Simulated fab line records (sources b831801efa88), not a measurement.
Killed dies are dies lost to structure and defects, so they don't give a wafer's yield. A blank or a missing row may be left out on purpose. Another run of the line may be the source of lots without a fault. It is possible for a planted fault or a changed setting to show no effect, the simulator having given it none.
What tool caused it? | flow gf180mcu | 13 lots, 39 wafers sampled, at 5 steps of a route of 602

== WHAT THE GAUGES READ, wafer by wafer ==
GF_VT_IMPLANT_TW_MEAS_43. Usual: VT_IMPLANT_4_TW gives 688 (standard deviation 3.8).
lot  | measured     | on           | VT_IMPLANT_4_TW | flag
L345 | day 7 13:39  | filmMetro-02 | 687 692 687     | 
L347 | day 8 04:59  | filmMetro-04 | 692 688 688     | 
L348 | day 8 08:11  | filmMetro-04 | 691 686 693     | 
L349 | day 8 16:28  | filmMetro-01 | 688 687 688     | 
L350 | day 8 21:28  | filmMetro-02 | 693 694 693     | 
L351 | day 9 02:58  | filmMetro-02 | 685 679 686     | 
L352 | day 9 09:49  | filmMetro-02 | 684 689 682     | 
L353 | day 9 21:02  | filmMetro-02 | 686 691 683     | 
L354 | day 10 00:31 | filmMetro-04 | 686 686 684     | 
L355 | day 10 05:40 | filmMetro-01 | 685 689 690     | 
L356 | day 10 16:30 | filmMetro-02 | 695 691 691     | 
L361 | day 11 23:11 | filmMetro-02 | 735 736 738     | OFF
L365 | day 13 03:08 | filmMetro-02 | 743 744 741     | OFF

GF_VT_IMPLANT_RS_MEAS_49: a four-point-probe measurement. Usual: MVPSD_RS gives 1169 ohm/sq (standard deviation 3.1).
lot  | measured     | on           | MVPSD_RS (ohm/sq) | flag
L345 | day 7 14:14  | filmMetro-03 | 1173 1170 1171    | 
L347 | day 8 05:34  | filmMetro-03 | 1173 1177 1175    | 
L348 | day 8 08:46  | filmMetro-03 | 1170 1168 1170    | 
L349 | day 8 17:02  | filmMetro-03 | 1165 1167 1168    | 
L350 | day 8 22:03  | filmMetro-03 | 1170 1167 1169    | 
L351 | day 9 03:33  | filmMetro-01 | 1169 1168 1163    | 
L352 | day 9 10:25  | filmMetro-04 | 1170 1164 1172    | 
L353 | day 9 21:43  | filmMetro-03 | 1170 1169 1167    | 
L354 | day 10 01:06 | filmMetro-03 | 1166 1165 1164    | 
L355 | day 10 06:14 | filmMetro-03 | 1168 1167 1168    | 
L356 | day 10 17:07 | filmMetro-04 | 1172 1174 1174    | 
L361 | day 11 23:46 | filmMetro-01 | 1171 1169 1169    | 
L365 | day 13 03:44 | filmMetro-04 | 1174 1174 1173    | 

GF_SALICIDE_RS_MEAS_04: a four-point-probe measurement. Usual: SALICIDE_TIN_RS gives 16.32 ohm/sq (standard deviation 0.29).
lot  | measured     | on           | SALICIDE_TIN_RS (ohm/sq) | flag
L345 | day 15 12:14 | filmMetro-01 | 16.29 16.60 16.76        | 
L347 | day 16 00:31 | filmMetro-01 | 16.27 15.97 15.88        | 
L348 | day 16 12:14 | filmMetro-03 | 16.63 16.91 16.26        | 
L349 | day 16 18:41 | filmMetro-02 | 16.55 16.19 16.14        | 
L350 | day 17 03:39 | filmMetro-03 | 16.15 16.08 16.15        | 
L351 | day 17 09:44 | filmMetro-01 | 16.57 16.37 16.47        | 
L352 | day 17 14:31 | filmMetro-03 | 16.67 16.38 16.07        | 
L353 | day 18 06:59 | filmMetro-01 | 15.98 16.47 16.02        | 
L354 | day 18 12:46 | filmMetro-03 | 16.58 16.60 16.98        | 
L355 | day 18 18:44 | filmMetro-03 | 16.11 16.27 16.14        | 
L356 | day 19 06:58 | filmMetro-01 | 16.22 16.26 16.14        | 
L361 | day 20 21:10 | filmMetro-01 | 16.30 16.20 16.13        | 
L365 | day 22 06:25 | filmMetro-03 | 16.20 16.71 16.87        | 

== EACH LOT AND THE TOOL THAT RAN IT (in order: tool; ch and the chambers of the sampled wafers; start) ==
lot  | GF_VT_IMPLANT_IMPLANT_41        | GF_SAB_STRIP_13
L345 | implanter-01 ch 0, day 7 13:25  | plasmaAsher-02 ch 0,1, day 15 11:59
L347 | implanter-01 ch 0, day 8 04:44  | plasmaAsher-01 ch 0,1, day 16 00:16
L348 | implanter-01 ch 0, day 8 07:56  | plasmaAsher-03 ch 0,1, day 16 11:58
L349 | implanter-01 ch 0, day 8 16:13  | plasmaAsher-01 ch 0,1, day 16 18:26
L350 | implanter-02 ch 0, day 8 21:14  | plasmaAsher-02 ch 0,1, day 17 03:24
L351 | implanter-03 ch 0, day 9 02:44  | plasmaAsher-01 ch 0,1, day 17 09:29
L352 | implanter-02 ch 0, day 9 09:35  | plasmaAsher-03 ch 0,1, day 17 14:16
L353 | implanter-02 ch 0, day 9 20:49  | plasmaAsher-01 ch 0,1, day 18 06:43
L354 | implanter-03 ch 0, day 10 00:16 | plasmaAsher-01 ch 0,1, day 18 12:31
L355 | implanter-03 ch 0, day 10 05:25 | plasmaAsher-01 ch 0,1, day 18 18:29
L356 | implanter-02 ch 0, day 10 16:15 | plasmaAsher-02 ch 0,1, day 19 06:43
L361 | implanter-02 ch 0, day 11 22:56 | plasmaAsher-03 ch 0,1, day 20 20:55
L365 | implanter-02 ch 0, day 13 02:55 | plasmaAsher-01 ch 0,1, day 22 06:09
- GF_VT_IMPLANT_IMPLANT_41
- GF_SAB_STRIP_13: strips in O2/N2.

== AS READ BY THE TOOLS THEMSELVES (means over the sampled wafers that have a number; for cases with no such wafer, the mark the record gives instead) ==
GF_VT_IMPLANT_IMPLANT_41. Usual: beamEnergyKeV 70.002, standard deviation 0.022.
lot  | tool         | beamEnergyKeV | flag
L345 | implanter-01 | 70.007        | 
L347 | implanter-01 | 70.003        | 
L348 | implanter-01 | 69.997        | 
L349 | implanter-01 | 69.989        | 
L350 | implanter-02 | 69.999        | 
L351 | implanter-03 | 69.993        | 
L352 | implanter-02 | 69.998        | 
L353 | implanter-02 | 70.026        | 
L354 | implanter-03 | 69.987        | 
L355 | implanter-03 | 70.007        | 
L356 | implanter-02 | 69.988        | 
L361 | implanter-02 | 89.078        | OFF
L365 | implanter-02 | 89.050        | OFF

GF_SAB_STRIP_13. Usual: drypumpMotorCurrentA 5.8 A, standard deviation 0.5; heaterPowerW 334 W, standard deviation 40; oesProductAu 0.710 a.u., standard deviation 0.0047; stripTimeToEndpointS 12.53 s, standard deviation 0.039.
lot  | tool           | drypumpMotorCurrentA (A) | heaterPowerW (W) | oesProductAu (a.u.) | stripTimeToEndpointS (s) | flag
L345 | plasmaAsher-02 | 5.4                      | 362              | 0.706               | 12.55                    | 
L347 | plasmaAsher-01 | 6.4                      | 291              | 0.712               | 12.50                    | 
L348 | plasmaAsher-03 | 5.7                      | 345              | 0.709               | 12.54                    | 
L349 | plasmaAsher-01 | 6.3                      | 296              | 0.714               | 12.53                    | 
L350 | plasmaAsher-02 | 5.8                      | 373              | 0.714               | 12.54                    | 
L351 | plasmaAsher-01 | 6.3                      | 295              | 0.711               | 12.51                    | 
L352 | plasmaAsher-03 | 5.5                      | 344              | 0.710               | 12.48                    | 
L353 | plasmaAsher-01 | 6.3                      | 293              | 0.707               | 12.49                    | 
L354 | plasmaAsher-01 | 6.3                      | 294              | 0.705               | 12.55                    | 
L355 | plasmaAsher-01 | 6.3                      | 297              | 0.708               | 12.51                    | 
L356 | plasmaAsher-02 | 5.9                      | 375              | 0.712               | 12.59                    | 
L361 | plasmaAsher-03 | 5.7                      | 336              | 0.711               | 12.47                    | 
L365 | plasmaAsher-01 | 6.3                      | 299              | 0.708               | 12.51                    | 

== THE ANSWER, worked out from the rows above alone ==
Rule: a lot is off if the mean of its wafers that have a number lies more than 3 standard deviations from the usual mean. A lot without any number at a reading at which 4 lots or more have one is off too. Where the step has rows for the other lots, those lots are counted as sound. First the gauges in route order, then the tools' own readings, where a lot's mean is used as printed above. At the first step where some lot is off, the reading lying furthest off is the one used; lots without a number count as furthest.
Off: L361, L365, seen at GF_VT_IMPLANT_TW_MEAS_43 (VT_IMPLANT_4_TW).
A tool fits if, at a process step before that reading, it ran every lot that is off, and no sound lot after the first of them. Not tried: the gauges at GF_VT_IMPLANT_TW_MEAS_43; whatever is off there is also off at GF_VT_IMPLANT_IMPLANT_41, on other tools, and gauge error can't account for it. One candidate fits, namely implanter-02 at GF_VT_IMPLANT_IMPLANT_41. Its last sound lot is L356 (day 10 16:15), its first lot that is off L361 (day 11 22:56): a fault that began between those two fits.
The tool's own readings at GF_VT_IMPLANT_IMPLANT_41 bear it out: on the lots that are off they differ by more than 5 times the standard deviation of the sound lots' means. beamEnergyKeV reads 89.064 there against 69.999 on the sound lots.

== WHAT WAS PUT IN BY THE SIMULATOR ==
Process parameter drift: implanter-02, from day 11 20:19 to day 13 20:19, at GF_VT_IMPLANT_IMPLANT_41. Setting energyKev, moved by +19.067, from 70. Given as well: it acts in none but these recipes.
Struck lots among those shown: L361, L365. The same result came from the rule above.
